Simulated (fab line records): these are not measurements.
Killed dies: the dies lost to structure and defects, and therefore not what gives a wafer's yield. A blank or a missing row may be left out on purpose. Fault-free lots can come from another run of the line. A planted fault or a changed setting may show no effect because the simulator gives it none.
Which tool is to blame? || flow sky130 || 10 lots with 30 wafers sampled at 2 steps, on a route of 708 steps

== WHAT EACH GAUGE READ, for each wafer ==
SKY_METAL1_RS_MEAS_05: measures by four-point-probe. Usual: METAL1_ALCU_RS gives 0.1268 ohm/sq (standard deviation 0.0015).
{"lot": "L997", "measured": "day 33 02:25", "on": "film_metro-03", "METAL1_ALCU_RS (ohm/sq)": "0.1263 0.1252 0.1260", "flag": ""}
{"lot": "L101", "measured": "day 33 13:13", "on": "film_metro-03", "METAL1_ALCU_RS (ohm/sq)": "0.1248 0.1248 0.1259", "flag": ""}
{"lot": "L103", "measured": "day 34 10:32", "on": "film_metro-02", "METAL1_ALCU_RS (ohm/sq)": "0.1264 0.1248 0.1246", "flag": ""}
{"lot": "L105", "measured": "day 34 18:16", "on": "film_metro-03", "METAL1_ALCU_RS (ohm/sq)": "0.1247 0.1248 0.1243", "flag": ""}
{"lot": "L106", "measured": "day 35 05:17", "on": "film_metro-04", "METAL1_ALCU_RS (ohm/sq)": "0.1291 0.1279 0.1273", "flag": ""}
{"lot": "L107", "measured": "day 35 07:19", "on": "film_metro-03", "METAL1_ALCU_RS (ohm/sq)": "0.1284 0.1271 0.1276", "flag": ""}
{"lot": "L112", "measured": "day 37 05:34", "on": "film_metro-02", "METAL1_ALCU_RS (ohm/sq)": "0.1245 0.1265 0.1256", "flag": ""}
{"lot": "L114", "measured": "day 38 01:24", "on": "film_metro-02", "METAL1_ALCU_RS (ohm/sq)": "0.1256 0.1262 0.1255", "flag": ""}
{"lot": "L115", "measured": "day 38 03:00", "on": "film_metro-02", "METAL1_ALCU_RS (ohm/sq)": "0.1305 0.1285 0.1281", "flag": ""}
{"lot": "L116", "measured": "day 38 09:36", "on": "film_metro-03", "METAL1_ALCU_RS (ohm/sq)": "0.1284 0.1281 0.1277", "flag": ""}

SKY_METAL1_OVL_MEAS_16. Usual: METAL1_OVL gives -5 nm (standard deviation 5.5).
{"lot": "L997", "measured": "day 34 03:52", "on": "overlay-02", "METAL1_OVL (nm)": "-7 1 3", "flag": ""}
{"lot": "L101", "measured": "day 34 15:46", "on": "overlay-01", "METAL1_OVL (nm)": "1 -6 9", "flag": ""}
{"lot": "L103", "measured": "day 35 13:07", "on": "overlay-01", "METAL1_OVL (nm)": "-7 -2 -5", "flag": ""}
{"lot": "L105", "measured": "day 35 21:04", "on": "overlay-02", "METAL1_OVL (nm)": "0 -2 -3", "flag": ""}
{"lot": "L106", "measured": "day 36 07:46", "on": "overlay-01", "METAL1_OVL (nm)": "-11 -6 -3", "flag": ""}
{"lot": "L107", "measured": "day 36 09:16", "on": "overlay-01", "METAL1_OVL (nm)": "1 -8 -5", "flag": ""}
{"lot": "L112", "measured": "day 38 07:19", "on": "overlay-02", "METAL1_OVL (nm)": "-12 -11 -17", "flag": ""}
{"lot": "L114", "measured": "day 39 02:32", "on": "overlay-01", "METAL1_OVL (nm)": "-16 -10 -11", "flag": ""}
{"lot": "L115", "measured": "day 39 04:48", "on": "overlay-02", "METAL1_OVL (nm)": "4 0 0", "flag": ""}
{"lot": "L116", "measured": "day 39 11:22", "on": "overlay-01", "METAL1_OVL (nm)": "-6 -8 -8", "flag": ""}

== WHAT TOOL EACH LOT RAN ON (gives the tool, then ch and the chambers of the sampled wafers, and finally the start) ==
Before these readings, the record contains no process step.

== AS READ BY THE TOOLS THEMSELVES (means over the sampled wafers that have a number; for cases with no such wafer, the mark the record gives instead) ==
The record holds no such reading with a usual standard deviation.

== THE ANSWER, worked out from the rows above alone ==
Rule: lot off if the mean of its wafers having a number is beyond 3 standard deviations from the usual mean. Also off: a lot with no number at a reading for which 4 or more lots have one. Where the step has rows for the other lots, those lots are counted as sound. Order of review: gauges by route order, followed by the tools' own readings, for which a lot's mean as printed above is used. The first step at which some lot is off is used, and at that step the reading that is off furthest; a lot without a number counts as furthest.
No lot is off at any reading shown: from this, nothing can be told.

== WHAT THE SIMULATOR PUT IN ==
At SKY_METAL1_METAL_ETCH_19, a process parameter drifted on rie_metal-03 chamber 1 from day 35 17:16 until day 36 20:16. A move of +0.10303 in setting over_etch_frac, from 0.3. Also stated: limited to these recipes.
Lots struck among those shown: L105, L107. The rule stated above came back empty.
